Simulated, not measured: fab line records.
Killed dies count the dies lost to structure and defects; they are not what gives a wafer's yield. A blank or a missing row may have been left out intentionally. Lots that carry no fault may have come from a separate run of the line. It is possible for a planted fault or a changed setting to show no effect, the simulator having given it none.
Matching of chambers | flow gf180mcu | cmp-01 running GF_V5_CMP_04: 4 sister chambers
The step polishes SiO2. 7 wafers are shown with their chamber, then 7 later ones without.

## EACH WAFER AND ITS CHAMBER
wafer  | chamber | motor_current_A (A)
L114.2 | 0       | 12.1
L117.1 | 0       | 12.6
L129.3 | 1       | 9.2
L129.4 | 3       | 11.5
L129.6 | 2       | 11.3
L132.1 | 3       | 12.8
L132.2 | 2       | 10.4

## WAFERS WITH NO CHAMBER GIVEN
wafer  | motor_current_A (A)
L132.5 | 13.0
L133.3 | 12.1
L133.5 | 12.6
L133.6 | 10.7
L134.2 | 10.7
L134.3 | 12.2
L134.4 | 9.4

## CHAMBER TAKEN BY EACH
wafer  | from the rows above          | in truth
L132.5 | can't be placed: 0 or 3      | 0
L133.3 | can't be placed: 3 or 0 or 2 | 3
L133.5 | can't be placed: 0 or 3      | 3
L133.6 | can't be placed: 2 or 3 or 1 | 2
L134.2 | can't be placed: 2 or 3 or 1 | 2
L134.3 | can't be placed: 3 or 0 or 2 | 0
L134.4 | can't be placed: 1 or 2      | 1
Correct placement for 0 of the 7. Can't be placed from these rows: 7 (the true chamber is among the candidates in 7). 0 placed wrongly.
How it was worked out, from the rows above alone: a wafer's distance from a chamber is the root of the sum, over the readings, of the square of ((its reading less the chamber's mean) divided by the reading's scatter). If the next closest chamber is less than 2 further off than the closest, the wafer can't be placed; otherwise it belongs to the closest. For every chamber, the mean is computed from those of its wafers that are shown. The scatter is the square root of a quotient: the sum, over the shown wafers, of each reading's squared deviation from its chamber's mean, divided by wafers minus chambers.
